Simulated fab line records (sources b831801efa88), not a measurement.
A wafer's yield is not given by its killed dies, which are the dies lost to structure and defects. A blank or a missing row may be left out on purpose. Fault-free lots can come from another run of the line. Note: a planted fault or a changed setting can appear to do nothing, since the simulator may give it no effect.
Split-lot study -- flow sfq line -- 23 wafers read from 5 lots, route of 325 steps

== ABOUT THE SPLIT ==
At SFQ_TRILAYER_M5_LITHO_COAT_128 (resist thk 62 nm), the setting spin rpm was moved away from the recipe's 3000 rpm on 5 of the 23 wafers read, by +2.4% to +3.7%. For the rest of the wafers, this setting stayed at what the recipe calls for.

Reading taken at the split's own step.

== THE READING ==
BARC_of_TRILAYER_M5_LITHO_COAT_128.thk nm (the simulator's own value, which no gauge read), in nm, at SFQ_TRILAYER_M5_LITHO_COAT_128 (resist thk 62 nm). The file gives no usual value for it. The 18 wafers here that ran the recipe average 61.93 nm, standard deviation 0.21 nm.

wafer,"tool, chamber at the split","spin rpm as run, rpm",against the recipe,"BARC_of_TRILAYER_M5_LITHO_COAT_128.thk nm, nm",against lot-mates on the recipe
L074.2,"litho track-03, 0",3000,recipe,61.45,-
L074.3,"litho track-03, 0",3000,recipe,61.7,-
L074.4,"litho track-03, 0",3000,recipe,61.66,-
L074.5,"litho track-03, 0",3000,recipe,61.75,-
L074.6,"litho track-03, 0",3000,recipe,61.64,-
L075.1,"litho track-03, 0",3111,+3.7%,60.87,-1.20
L075.3,"litho track-03, 0",3000,recipe,62.12,-
L075.4,"litho track-03, 0",3000,recipe,62.02,-
L075.5,"litho track-03, 0",3000,recipe,62.08,-
L075.6,"litho track-03, 0",3111,+3.7%,60.7,-1.37
L078.1,"litho track-01, 0",3000,recipe,61.89,-
L078.2,"litho track-01, 0",3000,recipe,61.98,-
L078.6,"litho track-01, 0",3000,recipe,61.97,-
L080.1,"litho track-03, 0",3000,recipe,62.01,-
L080.2,"litho track-03, 0",3000,recipe,62.15,-
L080.6,"litho track-03, 0",3000,recipe,62.15,-
L080.4,"litho track-03, 0",3000,recipe,62.23,-
L080.5,"litho track-03, 0",3000,recipe,62.12,-
L084.1,"litho track-03, 0",3073,+2.4%,61.16,-0.78
L084.3,"litho track-03, 0",3000,recipe,61.84,-
L084.4,"litho track-03, 0",3073,+2.4%,61.23,-0.71
L084.5,"litho track-03, 0",3073,+2.4%,61.13,-0.80
L084.6,"litho track-03, 0",3000,recipe,62.03,-

FIT RESULTS
A straight line over all 23 wafers: BARC_of_TRILAYER_M5_LITHO_COAT_128.thk nm changes by -0.311 nm for each +1% of spin rpm; r = -0.90; the points scatter about the line by 0.2 nm.
The same after taking each lot's own level away (the mean of its wafers on the recipe; 23 wafers): -0.335 nm for each +1%; r = -0.98; scatter 0.081 nm.
Per that fit: largest spin rpm move, reading shift of 1.2 nm.
Measured against the standard deviation above, the lots' own levels, which go from 61.640 to 62.132 nm, span 2.3 times it.
So the lot-to-lot level changes the slope little: the two slopes agree.
Check: -1.25 nm against its lot-mates is what the line predicts for one of the wafers moved furthest among these (+3.7%) when that wafer is left out of the fit. It came out at -1.2 nm against them.

== ADDITIONAL SPLITS CARRIED BY THESE WAFERS ==
These wafers also went through other splits before the reading. Each is held against what the fit with the lots' levels taken away leaves over:
other split on the same wafers,wafers away from the commonest value,r with BARC_of_TRILAYER_M5_LITHO_COAT_128.thk nm (lot level and that fit taken away)
SFQ_TRILAYER_I4_VIA_BARC_OPEN_VIA_ETCH_146 time s,6,+0.11
SFQ_TRILAYER_JJ_TRILAYER_DEP_SPUTTER_109 power w,9,+0.19
SFQ_TRILAYER_JJ_TRILAYER_DEP_SPUTTER_112 time s,5,+0.17
SFQ_TRILAYER_JJ_CE_LITHO_PEB_117 peb temp c,5,-0.20

== FILE'S OWN FIT ==
BARC_of_TRILAYER_M5_LITHO_COAT_128.thk nm changes by -0.338 nm for each +1% of spin rpm, r = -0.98.
